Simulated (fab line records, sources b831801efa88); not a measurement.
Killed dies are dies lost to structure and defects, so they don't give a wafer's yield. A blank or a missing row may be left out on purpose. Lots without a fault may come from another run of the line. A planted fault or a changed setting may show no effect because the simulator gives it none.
Which tool did it? | flow sky130 | 12 lots, 36 wafers sampled, at 5 steps of a route of 708

WHAT THE GAUGES READ, wafer by wafer
The record holds no reading of a measuring or inspecting step that can be judged against a usual standard deviation.

WHICH TOOL RAN EACH LOT (tool, then ch and the chambers of the sampled wafers, then the start)
lot  | SKY_CAP2M_SPUTTER_02         | SKY_METAL5_SPUTTER_01        | SKY_METAL5_SPUTTER_03        | SKY_PAD_OPEN_ETCH_07               | SKY_PAD_OPEN_PROBE_99
L465 | pvd_sputter-01, day 40 11:45 | pvd_sputter-01, day 43 13:13 | pvd_sputter-01, day 43 13:18 | rie_diel-01 ch 0,2,3, day 46 07:02 | -
L466 | pvd_sputter-01, day 41 11:21 | pvd_sputter-03, day 44 11:25 | pvd_sputter-03, day 44 11:30 | rie_diel-04 ch 0,1,2, day 47 03:22 | -
L467 | pvd_sputter-02, day 41 17:40 | pvd_sputter-04, day 44 19:09 | pvd_sputter-04, day 44 19:14 | rie_diel-04 ch 0,1, day 47 11:03   | -
L468 | pvd_sputter-02, day 42 00:58 | pvd_sputter-03, day 45 01:03 | pvd_sputter-03, day 45 01:08 | rie_diel-03 ch 0,2,3, day 47 15:54 | -
L470 | pvd_sputter-01, day 42 06:41 | pvd_sputter-03, day 45 05:35 | pvd_sputter-03, day 45 05:40 | rie_diel-01 ch 1,2, day 47 20:09   | -
L469 | pvd_sputter-01, day 42 09:49 | pvd_sputter-03, day 45 09:03 | pvd_sputter-03, day 45 09:08 | rie_diel-04 ch 0,1,3, day 47 21:59 | -
L472 | pvd_sputter-01, day 43 04:58 | pvd_sputter-04, day 46 02:14 | pvd_sputter-04, day 46 02:18 | rie_diel-03 ch 0,1, day 48 15:29   | -
L476 | pvd_sputter-03, day 44 06:35 | pvd_sputter-03, day 47 00:21 | pvd_sputter-03, day 47 00:26 | rie_diel-04 ch 1,2, day 49 11:27   | prober-01, day 49 13:49
L478 | pvd_sputter-01, day 44 13:02 | pvd_sputter-03, day 47 08:14 | pvd_sputter-03, day 47 08:19 | rie_diel-03 ch 0,3, day 49 17:41   | prober-02, day 49 20:01
L479 | pvd_sputter-01, day 44 15:56 | pvd_sputter-03, day 47 09:49 | pvd_sputter-03, day 47 09:54 | rie_diel-03 ch 0,1, day 49 20:09   | prober-01, day 49 22:31
L481 | pvd_sputter-02, day 44 22:04 | pvd_sputter-01, day 47 15:28 | pvd_sputter-01, day 47 15:32 | rie_diel-04 ch 0,1,2, day 50 00:21 | -
L486 | pvd_sputter-01, day 46 02:05 | pvd_sputter-04, day 48 17:24 | pvd_sputter-04, day 48 17:29 | rie_diel-01 ch 0,1, day 50 21:31   | -
- SKY_CAP2M_SPUTTER_02: material TiN, target thk 200 nm, time 166.7 s.
- SKY_METAL5_SPUTTER_01: material TiN, target thk 20 nm, time 16.7 s.
- SKY_METAL5_SPUTTER_03: material Ti, target thk 5 nm, time 3.3 s.
- SKY_PAD_OPEN_ETCH_07: etches the open film in CF4/O2, stops on AlCu, target depth 725 nm, time 161.1 s.
- SKY_PAD_OPEN_PROBE_99

WHAT THE TOOLS THEMSELVES READ (means of the sampled wafers that have a number; where no wafer has one, the mark that the record gives instead)
SKY_CAP2M_SPUTTER_02.
lot  | tool           | throttle_valve_pct (%)
L465 | pvd_sputter-01 | 30.0
L466 | pvd_sputter-01 | 30.3
L467 | pvd_sputter-02 | 30.9
L468 | pvd_sputter-02 | 30.4
L470 | pvd_sputter-01 | 30.4
L469 | pvd_sputter-01 | 30.0
L472 | pvd_sputter-01 | 30.2
L476 | pvd_sputter-03 | 30.9
L478 | pvd_sputter-01 | 30.6
L479 | pvd_sputter-01 | 30.0
L481 | pvd_sputter-02 | 29.8
L486 | pvd_sputter-01 | 30.0

SKY_METAL5_SPUTTER_01.
lot  | tool           | throttle_valve_pct (%)
L465 | pvd_sputter-01 | 30.3
L466 | pvd_sputter-03 | 30.4
L467 | pvd_sputter-04 | 30.5
L468 | pvd_sputter-03 | 31.2
L470 | pvd_sputter-03 | 30.4
L469 | pvd_sputter-03 | 30.9
L472 | pvd_sputter-04 | 30.0
L476 | pvd_sputter-03 | 31.2
L478 | pvd_sputter-03 | 30.4
L479 | pvd_sputter-03 | 31.5
L481 | pvd_sputter-01 | 30.1
L486 | pvd_sputter-04 | 29.9

SKY_METAL5_SPUTTER_03.
lot  | tool           | throttle_valve_pct (%)
L465 | pvd_sputter-01 | 30.3
L466 | pvd_sputter-03 | 30.3
L467 | pvd_sputter-04 | 30.4
L468 | pvd_sputter-03 | 31.3
L470 | pvd_sputter-03 | 30.3
L469 | pvd_sputter-03 | 30.9
L472 | pvd_sputter-04 | 30.1
L476 | pvd_sputter-03 | 31.3
L478 | pvd_sputter-03 | 30.5
L479 | pvd_sputter-03 | 31.3
L481 | pvd_sputter-01 | 30.2
L486 | pvd_sputter-04 | 29.8

SKY_PAD_OPEN_ETCH_07.
lot  | tool        | cf4_flow_sccm (sccm) | drypump_motor_current_A (A) | oes_product_au (a.u.) | throttle_valve_pct (%)
L465 | rie_diel-01 | 79.86                | 5.7                         | 0.971                 | 5.963
L466 | rie_diel-04 | 79.83                | 6.1                         | 0.971                 | 5.961
L467 | rie_diel-04 | 80.08                | 6.0                         | 0.976                 | 5.968
L468 | rie_diel-03 | 80.02                | 5.4                         | 0.979                 | 5.969
L470 | rie_diel-01 | 80.08                | 5.2                         | 0.982                 | 5.965
L469 | rie_diel-04 | 79.98                | 5.9                         | 0.977                 | 5.961
L472 | rie_diel-03 | 79.86                | 4.7                         | 0.979                 | 5.975
L476 | rie_diel-04 | 79.98                | 6.2                         | 0.977                 | 5.965
L478 | rie_diel-03 | 80.01                | 5.5                         | 0.978                 | 5.968
L479 | rie_diel-03 | 79.94                | 4.7                         | 0.982                 | 5.967
L481 | rie_diel-04 | 80.00                | 6.1                         | 0.977                 | 5.966
L486 | rie_diel-01 | 80.06                | 6.1                         | 0.989                 | 5.965

SKY_PAD_OPEN_PROBE_99.
lot  | tool      | defect_limited_yield (%) | killed_at_M0_to_M3 | killed_at_M4_up | killed_at_contacts | killed_at_front_end | killed_at_other | killed_dies | killed_open | killed_short | sort_bin_3_pad_short (%) | sort_bin_5_function (%) | sort_bin_6_memory (%) | sort_n_pass | sort_yield_pct (%)
L476 | prober-01 | 74.8                     | 43                 | 36.7            | 25                 | 19                  | 0.7             | 124         | 51          | 41           | 1.6                      | 16.5                    | 7.1                   | 368         | 74.8
L478 | prober-02 | 76.8                     | 41                 | 33.0            | 23                 | 17                  | 0.0             | 114         | 48          | 34           | 2.1                      | 13.7                    | 7.3                   | 378         | 76.8
L479 | prober-01 | 77.3                     | 39                 | 32.7            | 24                 | 15                  | 1.0             | 112         | 44          | 36           | 1.7                      | 14.6                    | 6.3                   | 380         | 77.3

THE ANSWER, worked out from the rows above alone
Rule: what is usual is taken from the lots themselves. Put in order of their means at a reading, lots are off if they are a third of the lots or fewer, leave a main group of 4 or more, and stand apart from it by a gap of 3 or more times the standard deviation of the main group's means; of several such gaps the widest counts. A main group whose means are all the same, to the digits that the tables above print for the reading, isn't used. A lot without any number at a reading at which 4 lots or more have one is off too. The other lots that the step has rows for count as sound. The gauges are gone through in route order, then the tools' own readings, and for those a lot's mean is taken as printed above. The first step at which some lot is off is used, and at that step the reading that is off furthest; a lot without a number counts as furthest.
No lot is off at any reading shown: from this, nothing can be told.

WHAT THE SIMULATOR HAD PUT IN
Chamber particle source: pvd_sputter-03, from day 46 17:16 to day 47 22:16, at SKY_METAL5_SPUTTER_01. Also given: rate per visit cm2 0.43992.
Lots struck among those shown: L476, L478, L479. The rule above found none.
